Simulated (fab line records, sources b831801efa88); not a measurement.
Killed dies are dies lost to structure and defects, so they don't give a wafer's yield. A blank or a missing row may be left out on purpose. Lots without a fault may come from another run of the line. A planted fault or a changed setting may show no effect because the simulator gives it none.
fab line records | flow sky130
record lots=6 wafers=18 last_day=50
route steps=708 shown VIA3@588 METAL4@598 CAP2M@603 PAD_OPEN@708
lots that met no fault: from a run of the same line without faults
start_h: hours from the record's first day to the start of the lot's first wafer shown | wait_h: hours since the lot's step before | " the same as in the row above | L1.1+2: a row that stands for several wafers | - no value, or no start given | * or withheld: withheld | < > ~ a bound
route shown NAME@n: a module of which the file shows steps, and the number in the route of the first | usual: mean/standard deviation of fault-free wafers | same: alike in all rows | chamber/n: place in a boat | sites: the reading at each site | _std_site: their standard deviation | _edge_site: outer sites' mean less inner sites' | radius_mm: how far each site lies from the wafer's centre | mask NAME#n: copy n | behind: the tool/chamber that last shaped the wafer | hold: why the lot was held/for how many hours/how that ended | device: the transistor (n, p or np) that didn't switch | end of line: the same wafers' tests at the end of the route | a step without rows: its recipe alone | killed: dies lost to structure and defects at the first sort, not the wafer's yield | map: a wafer's dies, x killed, . not, _ none there
set.NAME: the setting as run; set.NAME@STEP: as run at that earlier step | model.NAME: the simulator's own value behind a step, which no gauge read
lots at some steps of the route; a table a step, a row a wafer
services: from which hour (start_h, from the record's first day; less than 0 if before it) a tool's chamber was out of use, for how many hours, and why
## steps
# step SKY_VIA3_ETCH_15
# recipe target=SiO2 chemistry=C4F8/O2/Ar target_depth_nm=507 stop_on=TiN mask_material=KrF-thick source_w=1500 bias_w=1200 pressure_mtorr=40 c4f8_flow_sccm=withheld O2_flow_sccm=6 Ar_flow_sccm=300 time_s=78
# step SKY_VIA3_STRIP_16
# recipe chemistry=O2/N2 power_w=1400 pressure_mtorr=1500 platen_temp_c=withheld o2_flow_sccm=3000 n2_flow_sccm=300 overash_fraction=0.5
# step SKY_VIA3_STRIP_17
# recipe chemistry=post_etch_residue_remover time_s=1200 temp_c=72.5
# step SKY_VIA3_CLEAN_18
# recipe chemistry=IPA time_s=180 temp_c=25
# step SKY_VIA3_CLEAN_19
# recipe chemistry=O3/DIW dry=n2_spin
# step SKY_VIA3_SPUTTER_20
# recipe material=TiN target_thk_nm=20 chamber_pressure_pa=5 power_w=4000 time_s=80
# usual cathode_dc_power_W=4000.0/0.68 throttle_valve_pct=30.2/0.69
# columns lot.wafer tool chamber start_h wait_h cathode_dc_power_W throttle_valve_pct
L730.1 pvd_sputter-04 - 921.86 0.0 4001.0 31.0
L730.2 " - " " 4001.3 31.0
L730.4 " - " " 4000.6 29.5
L735.1 pvd_sputter-03 - 962.86 0.0 4000.2 30.1
L735.3 " - " " 4001.3 30.5
L735.4 " - " " 3999.5 30.1
L736.2 pvd_sputter-03 - 964.60 0.0 4000.0 29.9
L736.5 " - " " 3999.5 29.5
L736.6 " - " " 3999.9 30.4
L738.1 pvd_sputter-02 - 978.30 0.0 4000.8 29.5
L738.2 " - " " 3999.9 28.7
L738.5 " - " " 4000.3 29.2
L739.3 pvd_sputter-03 - 992.38 0.0 4000.0 29.6
L739.5 " - " " 3999.6 30.1
L739.6 " - " " 4000.1 29.4
L751.2 pvd_sputter-04 - 1088.49 0.0 3999.7 30.9
L751.4 " - " " 3999.6 30.7
L751.5 " - " " 4000.9 30.6
# step SKY_VIA3_CVD_21
# recipe material=W target_thk_nm=390 time_s=117.31 temp_c=400 pressure_torr=40
# step SKY_VIA3_RS_MEAS_22
# recipe thk_meas_gauge=four-point-probe reads=W_of_VIA3_CVD_21+TiN_of_VIA3_SPUTTER_20
# usual VIA3_W_RS=0.296/0.0045
# columns lot.wafer tool chamber start_h wait_h VIA3_W_RS[ohm/sq]
L730.1 film_metro-02 - 922.04 0.1 0.294
L730.2 " - " " 0.301
L730.4 " - " " 0.296
L735.1 film_metro-02 - 963.04 0.1 0.301
L735.3 " - " " 0.289
L735.4 " - " " 0.302
L736.2 film_metro-02 - 964.81 0.1 0.292
L736.5 " - " " 0.294
L736.6 " - " " 0.304
L738.1 film_metro-03 - 978.49 0.1 0.298
L738.2 " - " " 0.302
L738.5 " - " " 0.302
L739.3 film_metro-03 - 992.61 0.1 0.293
L739.5 " - " " 0.299
L739.6 " - " " 0.293
L751.2 film_metro-04 - 1088.70 0.1 0.292
L751.4 " - " " 0.290
L751.5 " - " " 0.291
# step SKY_VIA3_THK_MEAS_23
# recipe thk_meas_gauge=xrf reads=W_of_VIA3_CVD_21
# usual VIA3_W_THK=383/6.8
# columns lot.wafer tool chamber start_h wait_h VIA3_W_THK[nm]
L730.1 film_metro-02 - 922.16 0.1 395
L730.2 " - " " 382
L730.4 " - " " 389
L735.1 film_metro-02 - 963.16 0.1 381
L735.3 " - " " 395
L735.4 " - " " 377
L736.2 film_metro-02 - 964.92 0.1 388
L736.5 " - " " 387
L736.6 " - " " 375
L738.1 film_metro-03 - 978.61 0.1 376
L738.2 " - " " 374
L738.5 " - " " 370
L739.3 film_metro-03 - 992.71 0.1 386
L739.5 " - " " 375
L739.6 " - " " 387
L751.2 film_metro-04 - 1088.81 0.1 386
L751.4 " - " " 391
L751.5 " - " " 383
# step SKY_VIA3_CMP_24
# recipe stop_on=SiO2 t_overpolish_s=20 down_force_psi=3.5 platen_rpm=60 target_thk_nm=0 pad_velocity_m_s=0.94248
# step SKY_METAL4_SPUTTER_00
# recipe material=Ti target_thk_nm=15 power_w=3000 time_s=10 chamber_pressure_pa=0.4
# usual cathode_dc_power_W=2999.9/0.52 throttle_valve_pct=30.4/0.68
# columns lot.wafer tool chamber start_h wait_h cathode_dc_power_W throttle_valve_pct
L730.1 pvd_sputter-01 - 922.52 0.1 2999.8 31.1
L730.2 " - " " 2999.2 31.1
L730.4 " - " " 3000.9 29.4
L735.1 pvd_sputter-01 - 963.52 0.2 3001.0 29.1
L735.3 " - " " 2999.9 30.3
L735.4 " - " " 2999.4 31.1
L736.2 pvd_sputter-01 - 965.27 0.2 2999.6 31.2
L736.5 " - " " 3000.4 30.6
L736.6 " - " " 2999.6 29.1
L738.1 pvd_sputter-01 - 978.97 0.1 3000.4 31.2
L738.2 " - " " 2999.4 29.2
L738.5 " - " " 2999.9 30.9
L739.3 pvd_sputter-01 - 993.05 0.1 3001.0 29.1
L739.5 " - " " 2999.6 31.2
L739.6 " - " " 2999.1 31.2
L751.2 pvd_sputter-01 - 1089.16 0.2 3000.3 30.5
L751.4 " - " " 3000.2 29.0
L751.5 " - " " 3000.6 30.4
# step SKY_METAL4_SPUTTER_01
# recipe material=TiN target_thk_nm=20 power_w=6500 time_s=16.7 chamber_pressure_pa=0.4
# usual cathode_dc_power_W=6500.0/1.2 throttle_valve_pct=30.4/0.67
# columns lot.wafer tool chamber start_h wait_h cathode_dc_power_W throttle_valve_pct
L730.1 pvd_sputter-01 - 922.54 0.0 6499.3 31.1
L730.2 " - " " 6500.9 31.0
L730.4 " - " " 6501.3 29.4
L735.1 pvd_sputter-01 - 963.55 0.0 6499.0 29.2
L735.3 " - " " 6501.1 30.6
L735.4 " - " " 6500.1 31.4
L736.2 pvd_sputter-01 - 965.29 0.0 6500.9 31.3
L736.5 " - " " 6497.6 30.6
L736.6 " - " " 6498.3 29.4
L738.1 pvd_sputter-01 - 978.99 0.0 6499.9 31.3
L738.2 " - " " 6500.5 29.3
L738.5 " - " " 6497.9 31.2
L739.3 pvd_sputter-01 - 993.07 0.0 6501.1 29.0
L739.5 " - " " 6501.3 31.1
L739.6 " - " " 6499.2 31.3
L751.2 pvd_sputter-01 - 1089.18 0.0 6501.0 30.4
L751.4 " - " " 6499.9 29.2
L751.5 " - " " 6499.7 30.3
# step SKY_METAL4_SPUTTER_02
# recipe material=AlCu target_thk_nm=735 power_w=10600 time_s=39.1 chamber_pressure_pa=0.4
# usual cathode_dc_power_W=10600/1.9 throttle_valve_pct=30.4/0.68
# columns lot.wafer tool chamber start_h wait_h cathode_dc_power_W throttle_valve_pct
L730.1 pvd_sputter-01 - 922.57 0.0 10602 31.4
L730.2 " - " " 10598 31.2
L730.4 " - " " 10603 29.4
L735.1 pvd_sputter-01 - 963.57 0.0 10601 29.2
L735.3 " - " " 10604 30.7
L735.4 " - " " 10600 31.5
L736.2 pvd_sputter-01 - 965.32 0.0 10598 31.1
L736.5 " - " " 10600 30.5
L736.6 " - " " 10600 29.4
L738.1 pvd_sputter-01 - 979.02 0.0 10601 31.2
L738.2 " - " " 10600 29.4
L738.5 " - " " 10602 31.4
L739.3 pvd_sputter-01 - 993.09 0.0 10599 29.0
L739.5 " - " " 10600 31.1
L739.6 " - " " 10599 31.0
L751.2 pvd_sputter-01 - 1089.21 0.0 10596 30.7
L751.4 " - " " 10601 29.1
L751.5 " - " " 10597 30.3
# step SKY_METAL4_SPUTTER_03
# recipe material=Ti target_thk_nm=5 power_w=3000 time_s=3.3 chamber_pressure_pa=0.4
# step SKY_METAL4_SPUTTER_04
# recipe material=TiN target_thk_nm=70 power_w=6281 time_s=58.3 chamber_pressure_pa=0.4
# usual cathode_dc_power_W=6281.0/1.2 throttle_valve_pct=30.4/0.66
# columns lot.wafer tool chamber start_h wait_h cathode_dc_power_W throttle_valve_pct
L730.1 pvd_sputter-01 - 922.63 0.0 6282.4 31.1
L730.2 " - " " 6281.7 31.0
L730.4 " - " " 6281.9 29.2
L735.1 pvd_sputter-01 - 963.63 0.0 6279.8 29.4
L735.3 " - " " 6280.6 30.6
L735.4 " - " " 6281.6 31.1
L736.2 pvd_sputter-01 - 965.37 0.0 6280.2 31.3
L736.5 " - " " 6282.5 30.6
L736.6 " - " " 6283.4 29.4
L738.1 pvd_sputter-01 - 979.07 0.0 6278.9 31.1
L738.2 " - " " 6279.3 29.1
L738.5 " - " " 6280.3 31.1
L739.3 pvd_sputter-01 - 993.15 0.0 6279.7 29.4
L739.5 " - " " 6277.8 31.2
L739.6 " - " " 6280.6 31.2
L751.2 pvd_sputter-01 - 1089.26 0.0 6281.3 30.4
L751.4 " - " " 6279.9 29.0
L751.5 " - " " 6280.0 30.5
# step SKY_CAP2M_CVD_00
# recipe material=SiO2 target_thk_nm=15.5 temp_c=400 time_s=withheld rf_w=450
# step SKY_CAP2M_THK_MEAS_01
# recipe reads=SiO2_of_CAP2M_CVD_00
# usual CAP2M_CVD_00_THK=15.67/0.23
# columns lot.wafer tool chamber start_h wait_h CAP2M_CVD_00_THK[nm]
L730.1 film_metro-04 - 922.70 - 15.80
L730.2 " - " " 15.81
L730.4 " - " " 15.80
L735.1 film_metro-01 - 963.70 - 15.73
L735.3 " - " " 15.49
L735.4 " - " " 15.69
L736.2 film_metro-01 - 965.45 - 15.53
L736.5 " - " " 15.84
L736.6 " - " " 15.71
L738.1 film_metro-04 - 979.14 - 15.26
L738.2 " - " " 15.34
L738.5 " - " " 15.28
L739.3 film_metro-04 - 993.24 - 15.52
L739.5 " - " " 15.86
L739.6 " - " " 15.78
L751.2 film_metro-02 - 1089.34 - 15.55
L751.4 " - " " 15.75
L751.5 " - " " 15.99
# step SKY_CAP2M_SPUTTER_02
# recipe material=TiN target_thk_nm=200 temp_c=300 power_w=6500 time_s=166.7 chamber_pressure_pa=0.4
# step SKY_CAP2M_RS_MEAS_03
# recipe thk_meas_gauge=four-point-probe reads=TiN_of_CAP2M_SPUTTER_02
# usual CAP2M_TIN_RS=6.94/0.08
# columns lot.wafer tool chamber start_h wait_h CAP2M_TIN_RS[ohm/sq]
L730.1 film_metro-02 - 922.87 0.1 6.97
L730.2 " - " " 7.05
L730.4 " - " " 6.89
L735.1 film_metro-02 - 963.87 0.1 6.84
L735.3 " - " " 6.88
L735.4 " - " " 6.89
L736.2 film_metro-01 - 965.63 0.1 6.97
L736.5 " - " " 6.92
L736.6 " - " " 6.99
L738.1 film_metro-02 - 979.31 0.1 7.00
L738.2 " - " " 6.98
L738.5 " - " " 6.91
L739.3 film_metro-01 - 993.43 0.1 6.97
L739.5 " - " " 6.95
L739.6 " - " " 6.87
L751.2 film_metro-04 - 1089.52 0.1 7.01
L751.4 " - " " 6.97
L751.5 " - " " 6.92
# step SKY_CAP2M_THK_MEAS_04
# recipe thk_meas_gauge=xrf reads=TiN_of_CAP2M_SPUTTER_02
# usual CAP2M_TIN_THK=198.5/2.5
# columns lot.wafer tool chamber start_h wait_h CAP2M_TIN_THK[nm]
L730.1 film_metro-02 - 922.99 0.1 198.2
L730.2 " - " " 196.4
L730.4 " - " " 200.9
L735.1 film_metro-02 - 963.99 0.1 202.4
L735.3 " - " " 201.4
L735.4 " - " " 202.1
L736.2 film_metro-01 - 965.74 0.1 197.7
L736.5 " - " " 198.0
L736.6 " - " " 197.2
L738.1 film_metro-02 - 979.43 0.1 199.3
L738.2 " - " " 198.9
L738.5 " - " " 200.2
L739.3 film_metro-01 - 993.53 0.1 197.9
L739.5 " - " " 198.6
L739.6 " - " " 201.5
L751.2 film_metro-04 - 1089.63 0.1 195.3
L751.4 " - " " 196.1
L751.5 " - " " 197.6
# step SKY_CAP2M_DEHYDRATE_05
# recipe temp_c=200 time_s=60
# step SKY_CAP2M_HMDS_06
# recipe prime_time_s=60 prime_temp_c=120
# step SKY_CAP2M_COAT_07
# recipe resist=NOVOLAK spin_rpm=3000 resist_thk_nm=1140
# step SKY_CAP2M_SOFTBAKE_08
# recipe temp_c=90 time_s=60 resist=NOVOLAK
# step SKY_CAP2M_EXPOSE_09
# recipe mask_id=CAP2M na=0.6 source_shape=conventional sigma_outer=0.6 polarization=unpolarized target_cd_nm=1000 dose_mj=159
# step SKY_CAP2M_PEB_10
# recipe temp_c=withheld time_s=* resist=NOVOLAK
# step SKY_CAP2M_DEVELOP_11
# recipe resist=NOVOLAK developer=TMAH develop_time_s=60 dev_temp_c=23
# step SKY_CAP2M_OVL_MEAS_12
# usual CAP2M_OVL=-0.8/1.5
# columns lot.wafer tool chamber start_h wait_h CAP2M_OVL[nm]
L730.1 overlay-02 - 947.37 0.1 0.3
L730.2 " - " " -2.2
L730.4 " - " " -2.8
L735.1 overlay-02 - 987.02 0.1 0.1
L735.3 " - " " 0.8
L735.4 " - " " 1.1
L736.2 overlay-01 - 989.46 0.1 0.2
L736.5 " - " " 1.0
L736.6 " - " " 1.1
L738.1 overlay-01 - 1002.45 0.1 -3.5
L738.2 " - " " -3.5
L738.5 " - " " -3.0
L739.3 overlay-01 - 1016.30 0.1 -1.5
L739.5 " - " " -0.5
L739.6 " - " " 1.1
L751.2 overlay-01 - 1109.94 0.1 0.1
L751.4 " - " " -1.2
L751.5 " - " " -1.6
# step SKY_CAP2M_METAL_ETCH_13
# recipe target_depth_nm=220 stop_on=SiO2 chemistry=Cl2/BCl3 target=TiN pressure_mtorr=10 icp_w=900 bias_w=48.5 Cl2_flow_sccm=60 bcl3_flow_sccm=30 time_s=62.9
# step SKY_CAP2M_STRIP_14
# recipe chemistry=O2/N2 power_w=1400 pressure_mtorr=1500 platen_temp_c=withheld o2_flow_sccm=3000 n2_flow_sccm=300 overash_fraction=0.5
# usual drypump_motor_current_A=6.0/0.62 oes_product_au=0.710/0.0044 strip_time_to_endpoint_s=12.66/0.045
# columns lot.wafer tool chamber start_h wait_h drypump_motor_current_A oes_product_au rf_hours_counter_h strip_time_to_endpoint_s
L730.1 plasma_asher-04 1 947.49 0.1 5.4 0.702 80 12.66
L730.2 " 0 " " 6.5 0.712 80 12.63
L730.4 " 1 " " 5.3 0.709 - 12.62
L735.1 plasma_asher-04 1 987.14 0.1 5.4 0.715 85 12.65
L735.3 " 1 " " 5.4 0.713 - 12.71
L735.4 " 0 " " 6.5 0.706 - 12.69
L736.2 plasma_asher-02 0 989.57 0.1 5.2 0.706 51 12.66
L736.5 " 0 " " 5.2 0.716 - 12.64
L736.6 " 1 " " 6.5 0.711 - 12.67
L738.1 plasma_asher-04 0 1002.57 0.1 6.5 0.711 87 12.68
L738.2 " 1 " " 5.3 0.717 87 12.62
L738.5 " 0 " " 6.5 0.712 - 12.60
L739.3 plasma_asher-03 1 1016.43 0.1 5.5 0.703 - 12.58
L739.5 " 1 " " 5.5 0.708 - 12.64
L739.6 " 0 " " 6.6 0.708 - 12.67
L751.2 plasma_asher-02 0 1110.05 0.1 5.2 0.714 64 12.68
L751.4 " 1 " " 6.6 0.709 - 12.68
L751.5 " 0 " " 5.2 0.705 - 12.67
# step SKY_CAP2M_STRIP_15
# recipe chemistry=post_etch_residue_remover time_s=1200 temp_c=72.5
# step SKY_CAP2M_CLEAN_16
# recipe chemistry=IPA time_s=180 temp_c=25
# step SKY_CAP2M_CLEAN_17
# recipe chemistry=O3/DIW dry=n2_spin
# step SKY_METAL4_DEHYDRATE_05
# recipe temp_c=200 time_s=60
# step SKY_METAL4_HMDS_06
# recipe prime_time_s=60 prime_temp_c=120
# step SKY_METAL4_COAT_07
# recipe resist=BARC temp_c=withheld time_s=withheld spin_rpm=3000 resist_thk_nm=60
# step SKY_METAL4_COAT_08
# recipe resist=KrF-thick spin_rpm=3000 resist_thk_nm=1158
# step SKY_METAL4_SOFTBAKE_09
# recipe temp_c=100 time_s=90 resist=KrF-thick
# step SKY_METAL4_EXPOSE_10
# recipe mask_id=MM4 na=0.68 source_shape=annular sigma_inner=0.4 sigma_outer=0.8 target_cd_nm=300 dose_mj=28
# step SKY_METAL4_PEB_11
# recipe peb_temp_c=withheld peb_time_s=withheld resist=KrF-thick
# step SKY_METAL4_DEVELOP_12
# recipe develop_time_s=60 resist=KrF-thick dev_temp_c=21
# step SKY_METAL4_CD_MEAS_13
# recipe target_cd_nm=300
# usual cd_nm=299.8/1.5
# columns lot.wafer tool chamber start_h wait_h cd_nm
L730.1 cd_sem-01 - 972.23 - 301.4
L730.2 " - " " 301.0
L730.4 " - " " 299.9
L735.1 cd_sem-02 - 1011.00 - 298.6
L735.3 " - " " 298.7
L735.4 " - " " 297.8
L736.2 cd_sem-02 - 1013.06 - 300.6
L736.5 " - " " 300.0
L736.6 " - " " 301.0
L738.1 cd_sem-01 - 1025.69 - 301.0
L738.2 " - " " 302.4
L738.5 " - " " 302.8
L739.3 cd_sem-02 - 1038.98 - 299.1
L739.5 " - " " 300.1
L739.6 " - " " 300.5
L751.2 cd_sem-02 - 1129.63 - 303.3
L751.4 " - " " 300.7
L751.5 " - " " 302.1
# step SKY_PAD_OPEN_PROBE_99
# usual defect_limited_yield=82.3/2 killed_at_M0_to_M3=43/6.8 killed_at_M4_up=3.2/1.9 killed_at_contacts=24/5 killed_at_front_end=16/4.9 killed_at_other=0.4/0.76 killed_dies=87/10 killed_on_rim=17/3.9 killed_open=47/7.3 killed_short=39/6.2 sort_bin_3_pad_short=0.9/0.4 sort_bin_5_function=10.5/1.5 sort_bin_6_memory=6.4/1.2 sort_n_pass=405/10 sort_yield_pct=82.3/2
# same gross_dies=492 killed_at_back_side=0 sort_bin_4_leakage[%]=0 sort_bin_8_speed[%]=0
# columns lot.wafer tool chamber start_h wait_h hold defect_limited_yield[%] killed_at_M0_to_M3 killed_at_M4_up killed_at_contacts killed_at_front_end killed_at_other killed_dies killed_on_rim killed_open killed_short sort_bin_3_pad_short[%] sort_bin_5_function[%] sort_bin_6_memory[%] sort_n_pass sort_yield_pct[%] model.etest.tester.sort_n_pass model.etest.tester.sort_yield_pct model.etest.tester.sort_bin_3_pct
L730.1 prober-02 - 1067.98 0.1 - 82.1 46 3 20 19 0 88 14 45 43 0.6 11.4 5.9 404 82.1 404 82.11 0.6098
L730.2 prober-02 - 1068.03 0.1 - 79.5 40 6 30 24 1 101 18 51 49 0.6 12.8 7.1 391 79.5 391 79.47 0.6098
L730.4 prober-02 - 1068.13 0.2 - 85.6 37 6 19 9 0 71 13 36 35 0.6 8.3 5.5 421 85.6 421 85.57 0.6098
L735.1 prober-01 - 1102.50 0.1 - 83.5 38 2 24 17 0 81 17 49 32 0.6 11.2 4.7 411 83.5 411 83.54 0.6098
L735.3 prober-01 - 1102.60 0.2 - 79.5 48 4 26 23 0 101 18 59 42 0.6 13.0 6.9 391 79.5 391 79.47 0.6098
L735.4 prober-01 - 1102.65 0.2 - 79.5 50 5 22 24 0 101 20 57 42 1.0 12.0 7.5 391 79.5 391 79.47 1.016
L736.2 prober-02 - 1103.74 0.1 - 81.9 47 0 27 14 1 89 16 48 41 0.6 11.6 5.9 403 81.9 403 81.91 0.6098
L736.5 prober-02 - 1103.89 0.2 - 82.1 44 4 20 18 2 88 23 53 34 0.8 11.0 6.1 404 82.1 404 82.11 0.813
L736.6 prober-02 - 1103.94 0.2 - 81.3 43 2 21 26 0 92 18 52 40 1.4 9.6 7.7 400 81.3 400 81.3 1.423
L738.1 prober-02 - 1115.60 0.1 await_dispo/2.4h/release 84.6 34 2 18 22 0 76 11 34 42 0.8 8.7 5.9 416 84.6 416 84.55 0.813
L738.2 prober-02 - 1115.65 0.1 await_dispo/2.4h/release 80.7 45 6 29 15 0 95 17 55 40 0.8 10.0 8.5 397 80.7 397 80.69 0.813
L738.5 prober-02 - 1115.80 0.2 await_dispo/2.4h/release 79.7 37 29 17 17 0 100 27 42 31 3.3 12.0 5.1 392 79.7 392 79.67 3.252
L739.3 prober-01 - 1126.95 0.2 await_dispo/3.0h/release 83.5 39 1 26 15 0 81 14 39 42 1.0 8.9 6.5 411 83.5 411 83.54 1.016
L739.5 prober-01 - 1127.05 0.2 await_dispo/3.0h/release 76.8 39 27 33 14 1 114 29 49 38 3.3 14.0 5.9 378 76.8 378 76.83 3.252
L739.6 prober-01 - 1127.10 0.2 await_dispo/3.0h/release 79.9 53 5 28 13 0 99 16 46 53 1.0 11.4 7.7 393 79.9 393 79.88 1.016
L751.2 prober-01 - 1203.74 0.1 - 83.9 40 8 17 13 1 79 17 40 39 1.4 8.7 5.9 413 83.9 413 83.94 1.423
L751.4 prober-01 - 1203.84 0.2 - 81.9 43 7 28 11 0 89 18 52 37 0.4 9.3 8.3 403 81.9 403 81.91 0.4065
L751.5 prober-01 - 1203.89 0.2 - 82.7 40 6 23 16 0 85 13 50 35 0.8 10.2 6.3 407 82.7 407 82.72 0.813
# killed by level:class
L730.1 VIA1:geometric_particle:open=14 METAL3:geometric_particle:short=6 CONTACT:geometric_particle:open=5 LI_CONTACT:geometric_particle:open=5 METAL1:geometric_particle:short=5 VIA3:geometric_particle:open=5 FIELD_ISO:geometric_particle:short=4 POLY_GATE:geometric_particle:short=4
L730.2 CONTACT:geometric_particle:open=13 VIA1:geometric_particle:open=10 FIELD_ISO:geometric_particle:short=7 POLY_GATE:geometric_particle:short=6 LI_CONTACT:geometric_particle:open=6 METAL1:geometric_particle:short=5 VIA1:geometric_particle:short=5 FIELD_ISO:geometric_particle:open=4
L730.4 VIA1:geometric_particle:open=11 CONTACT:geometric_particle:open=7 CONTACT:geometric_particle:short=6 VIA1:geometric_particle:short=6 VIA2:geometric_particle:open=5 METAL4:geometric_particle:short=5 POLY_GATE:geometric_particle:open=4 METAL1:geometric_particle:short=4
L735.1 VIA1:geometric_particle:open=10 LI_CONTACT:geometric_particle:open=10 VIA3:geometric_particle:open=9 CONTACT:geometric_particle:open=7 VIA1:geometric_particle:short=6 POLY_GATE:geometric_particle:open=5 FIELD_ISO:geometric_particle:short=4 CONTACT:geometric_particle:short=4
L735.3 VIA1:geometric_particle:open=18 CONTACT:geometric_particle:open=10 VIA2:geometric_particle:open=7 FIELD_ISO:geometric_particle:open=6 POLY_GATE:geometric_particle:short=5 LI_CONTACT:geometric_particle:open=5 CONTACT:geometric_particle:short=5 METAL3:geometric_particle:short=5
L735.4 VIA1:geometric_particle:open=13 FIELD_ISO:geometric_particle:short=9 FIELD_ISO:geometric_particle:open=8 CONTACT:geometric_particle:open=8 VIA2:geometric_particle:open=8 VIA3:geometric_particle:open=6 LI_CONTACT:geometric_particle:open=5 LOCAL_INTERCONNECT:geometric_particle:short=4
L736.2 VIA1:geometric_particle:open=18 VIA1:geometric_particle:short=9 CONTACT:geometric_particle:open=9 VIA2:geometric_particle:open=5 LI_CONTACT:geometric_particle:open=5 LOCAL_INTERCONNECT:geometric_particle:short=5 CONTACT:geometric_particle:short=5 FIELD_ISO:geometric_particle:short=4
L736.5 VIA1:geometric_particle:open=11 VIA2:geometric_particle:open=8 POLY_GATE:geometric_particle:open=7 LI_CONTACT:geometric_particle:open=6 FIELD_ISO:geometric_particle:short=5 VIA3:geometric_particle:open=5 METAL2:geometric_particle:short=5 CONTACT:geometric_particle:short=5
L736.6 VIA1:geometric_particle:open=13 CONTACT:geometric_particle:open=8 FIELD_ISO:geometric_particle:short=6 POLY_GATE:geometric_particle:open=6 VIA1:geometric_particle:short=5 LI_CONTACT:geometric_particle:open=4 LOCAL_INTERCONNECT:geometric_particle:short=4 CONTACT:geometric_particle:short=4
L738.1 FIELD_ISO:geometric_particle:short=7 METAL2:geometric_particle:short=6 POLY_GATE:geometric_particle:open=5 POLY_GATE:geometric_particle:short=5 LI_CONTACT:geometric_particle:open=5 VIA1:geometric_particle:short=5 VIA1:geometric_particle:open=5 VIA3:geometric_particle:open=5
L738.2 VIA1:geometric_particle:open=11 CONTACT:geometric_particle:open=10 VIA3:geometric_particle:open=8 CONTACT:geometric_particle:short=7 LI_CONTACT:geometric_particle:open=6 METAL2:geometric_particle:short=6 METAL4:geometric_particle:short=5 METAL1:geometric_particle:short=5
L738.5 METAL4:unspecified=27 VIA1:geometric_particle:open=12 FIELD_ISO:geometric_particle:open=8 VIA2:geometric_particle:open=5 METAL2:geometric_particle:short=5 CONTACT:geometric_particle:open=4 FIELD_ISO:geometric_particle:short=4 VIA3:geometric_particle:open=4
L739.3 CONTACT:geometric_particle:open=9 LI_CONTACT:geometric_particle:open=8 VIA1:geometric_particle:open=6 LOCAL_INTERCONNECT:geometric_particle:short=5 VIA1:geometric_particle:short=5 METAL1:geometric_particle:short=5 METAL2:geometric_particle:short=5 VIA3:geometric_particle:short=5
L739.5 METAL4:unspecified=27 CONTACT:geometric_particle:open=14 LI_CONTACT:geometric_particle:open=7 CONTACT:geometric_particle:short=7 VIA3:geometric_particle:open=7 METAL1:geometric_particle:short=6 VIA2:geometric_particle:open=6 VIA1:geometric_particle:open=6
L739.6 VIA1:geometric_particle:open=15 VIA1:geometric_particle:short=10 CONTACT:geometric_particle:open=8 CONTACT:geometric_particle:short=7 METAL1:geometric_particle:short=7 POLY_GATE:geometric_particle:open=5 LI_CONTACT:geometric_particle:open=5 LOCAL_INTERCONNECT:geometric_particle:short=5
L751.2 VIA3:geometric_particle:open=7 VIA2:geometric_particle:open=7 METAL4:geometric_particle:short=7 FIELD_ISO:geometric_particle:open=5 METAL2:geometric_particle:short=5 CONTACT:geometric_particle:open=5 VIA1:geometric_particle:open=5 LOCAL_INTERCONNECT:geometric_particle:short=4
L751.4 VIA3:geometric_particle:open=12 VIA1:geometric_particle:open=9 CONTACT:geometric_particle:open=8 LOCAL_INTERCONNECT:geometric_particle:short=7 METAL1:geometric_particle:short=7 LI_CONTACT:geometric_particle:open=6 FIELD_ISO:geometric_particle:open=4 CONTACT:geometric_particle:short=4
L751.5 VIA3:geometric_particle:open=11 CONTACT:geometric_particle:open=10 POLY_GATE:geometric_particle:open=7 CONTACT:geometric_particle:short=6 VIA1:geometric_particle:open=6 METAL2:geometric_particle:short=6 FIELD_ISO:geometric_particle:short=4 LI_CONTACT:geometric_particle:open=4
# map L738.5 (x killed, . not)
__________.........._________
________xx..x.x......x_______
______xxxx..xx.........._____
_____xxxx.........xx.....____
____xxxxx...........x...x.___
___xxxx..............x...x.__
__xxxxx.....x....x.........x_
_xxxx.x....xx......x.......x.
_..xx.........x....x......x..
_.....x......x..x....x.....x.
_.......x.......x..........x.
_....x........xx.............
_...........x...xx.........x.
_..x....x.x....x........x....
_.....x........x.x...........
__..x.x.x.x..x...x.........._
___...x.x...x..x...xx....x.__
____........xx.....x.x....___
_____..................xx____
______x...xx............_____
________.............._______
__________..x.x..x.._________
# map L739.5 (x killed, . not)
__________.x.x......_________
________x....x.....x.x_______
______xxx..........x...._____
_____xxxxx.x........x....____
____xxxxx......xx.xx....x.___
___xxxxxx.....xxx...x......__
__xxxxxx...................._
_.xx.x...x.....xxx........x.x
_..x..x.....x.....xx.........
_.xx..x....xx........x..x.x..
_....x.....xx..........x.x.x.
_.....xx.x.x...............x.
_.......x..x..x.x...x.x......
_x.......x.....x.............
_.x....x...x.................
__x..x..............x......._
___..x...x....x..x.xx.x....__
____..x.............x..x.x___
_____.x......x.......x...____
______......x....x..xx.x_____
________.......x....x._______
__________.x..x....._________
## services
# columns tool chamber start_h hours kind
plasma_asher-02 - 899.09 0.3 repair
pvd_sputter-03 1 899.23 - consumable_replace:kit
pvd_sputter-03 1 899.23 18.0 scheduled_down
pvd_sputter-03 1 899.23 18.0 vent_cycle
pvd_sputter-03 - 904.31 11.2 repair
plasma_asher-03 - 908.79 4.1 repair
plasma_asher-02 - 918.99 50.4 repair
plasma_asher-03 - 950.21 2.2 repair
plasma_asher-02 - 952.40 1.0 repair
pvd_sputter-01 - 953.83 4.6 repair
pvd_sputter-04 - 988.84 52.3 repair
pvd_sputter-01 1 993.20 - consumable_replace:kit
pvd_sputter-01 1 993.20 18.0 scheduled_down
pvd_sputter-01 1 993.20 18.0 vent_cycle
pvd_sputter-03 0 1036.10 - consumable_replace:kit
pvd_sputter-03 0 1036.10 18.0 scheduled_down
pvd_sputter-03 0 1036.10 18.0 vent_cycle
plasma_asher-03 - 1055.25 9.0 pm
pvd_sputter-01 - 1067.36 2.2 repair
plasma_asher-03 - 1077.99 15.6 pm
pvd_sputter-01 0 1106.07 - consumable_replace:kit
pvd_sputter-01 0 1106.07 18.0 scheduled_down
pvd_sputter-01 0 1106.07 18.0 vent_cycle
pvd_sputter-04 - 1108.19 9.8 repair
## key
first_sign step=SKY_PAD_OPEN_PROBE_99 reading=killed_at_M4_up direction=up sigmas=13 usual=3.2 struck=28
effect step=SKY_PAD_OPEN_PROBE_99 reading=sort_bin_3_pad_short direction=up sigmas=6 usual=0.9 struck=3.3
model_effect step=SKY_PAD_OPEN_PROBE_99 value=etest.tester.sort_n_pass without=408.5 struck=385
met_at SKY_METAL4_SPUTTER_02
struck_wafers L738.5,L739.5
onset_between 965.32 979.02
fault kind=chamber_particle_source tool=pvd_sputter-01 chamber=- onset_h=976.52 steps=SKY_METAL4_SPUTTER_02 rate_per_visit_cm2=1.9259 end_h=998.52 scope=struck_wafers_only
